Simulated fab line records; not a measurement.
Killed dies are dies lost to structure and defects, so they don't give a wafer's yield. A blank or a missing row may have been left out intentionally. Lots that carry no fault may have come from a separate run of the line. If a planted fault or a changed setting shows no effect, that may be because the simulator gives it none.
A single fault, viewed from 2 desks :: flow sky130 :: only its own numbers are on each desk; what lay behind them is given at the end

## THE METROLOGY DESK
What the gauges read, lot by lot, whatever tool the lot ran on: means of the sampled wafers that have a number. Marked OUT: a lot whose mean sits more than 4 standard deviations from the usual mean, which makes it out of limits; the brackets give that distance.
Columns: A = CONTACT_W_THK at SKY_CONTACT_THK_MEAS_26, usual 336 nm; B = METAL1_ALCU_RS at SKY_METAL1_RS_MEAS_05, usual 0.1266 ohm/sq; C = METAL1_ALCU_THK at SKY_METAL1_THK_MEAS_06, usual 249.5 nm; D = cdNm at SKY_METAL1_CD_MEAS_15, usual 139.5 nm; E = METAL1_OVL at SKY_METAL1_OVL_MEAS_16, usual -6 nm
lot: L595
first seen here: day 32 22:20
A: 339
B: 0.1285
C: 247.4
D: 140.2
E: -2

lot: L597
first seen here: day 34 08:35
A: 341
B: 0.1275
C: 247.4
D: 138.3
E: -12

lot: L605
first seen here: day 36 06:36
A: 331
B: 0.1271
C: 247.0
D: 138.0
E: -10

lot: L604
first seen here: day 36 09:17
A: 339
B: 0.1259
C: 251.8
D: 139.6
E: -6

lot: L609
first seen here: day 37 20:59
A: 335
B: 0.1248
C: 254.5
D: 138.9
E: -10

lot: L611
first seen here: day 38 04:01
A: 336
B: 0.1277
C: 246.9
D: 141.3
E: -4
Result from this desk: across the 6 lots, nothing is out of limits.

## DESK OF THE TOOL OWNER: lithoTrack-01
The tool's own readings at SKY_METAL1_COAT_10 (resist thk 450 nm): means of the sampled wafers that have a number, for each lot that ran on this tool. Marked OUT: a lot whose mean sits more than 4 standard deviations from the usual mean, which makes it out of limits; the brackets give that distance.
Columns: A = resistLineTempC at SKY_METAL1_COAT_10, usual 23.00 C
lot: L595
first seen here: day 33 11:00
A: 23.10

lot: L605
first seen here: day 36 19:00
A: 22.90

lot: L604
first seen here: day 36 22:00
A: 22.88
Result from this desk: across the 3 lots, nothing is out of limits.

## PUT TOGETHER
At the metrology desk, nothing out of limits was observed.
The desk of the tool owner found nothing out of limits.

## WHAT WAS PUT IN BY THE SIMULATOR
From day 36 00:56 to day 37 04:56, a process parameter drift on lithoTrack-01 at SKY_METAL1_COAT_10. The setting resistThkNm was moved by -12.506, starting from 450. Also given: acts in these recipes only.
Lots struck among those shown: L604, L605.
